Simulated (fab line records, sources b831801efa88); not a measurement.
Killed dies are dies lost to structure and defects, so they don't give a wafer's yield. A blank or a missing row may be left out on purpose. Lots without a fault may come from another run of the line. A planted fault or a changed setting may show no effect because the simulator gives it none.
Chamber matching | flow sky130 | SKY_CONTACT_CVD_00 on pecvd-01: 3 sister chambers
The step deposits Si3N4, target thk 75 nm. 6 wafers are shown with their chamber, then 7 later ones without.

WAFERS WITH THEIR CHAMBER
wafer  | chamber | heater_power_outer_w (W) | heater_power_w (W)
L843.4 | 0       | 422                      | 703
L849.1 | 1       | 424                      | 786
L849.3 | 2       | 537                      | 857
L849.4 | 1       | 429                      | 776
L851.1 | 2       | 524                      | 835
L851.2 | 0       | 429                      | 707

WAFERS WITHOUT THEIR CHAMBER
wafer  | heater_power_outer_w (W) | heater_power_w (W)
L851.3 | 513                      | 845
L856.1 | 425                      | 772
L856.3 | 429                      | 712
L856.6 | 427                      | 767
L861.2 | 436                      | 707
L861.4 | 434                      | 798
L861.5 | 426                      | 710

WHICH CHAMBER EACH WENT THROUGH
wafer  | from the rows above | in truth
L851.3 | 2                   | 2
L856.1 | 1                   | 1
L856.3 | 0                   | 0
L856.6 | 1                   | 1
L861.2 | 0                   | 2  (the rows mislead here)
L861.4 | 1                   | 1
L861.5 | 0                   | 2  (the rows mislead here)
Placed correctly: 5 of 7. Can't be placed from these rows: 0. Placed wrongly: 2.
How it was worked out, from the rows above alone: a wafer's distance from a chamber is the root of the sum, over the readings, of the square of ((its reading less the chamber's mean) divided by the reading's scatter). The wafer belongs to the nearest chamber; if the next one is less than 2 further off, it can't be placed. A chamber's mean is the mean of its shown wafers. The scatter: the root of (the sum of the squares of (reading less its chamber's mean) over the shown wafers, divided by (wafers less chambers)).
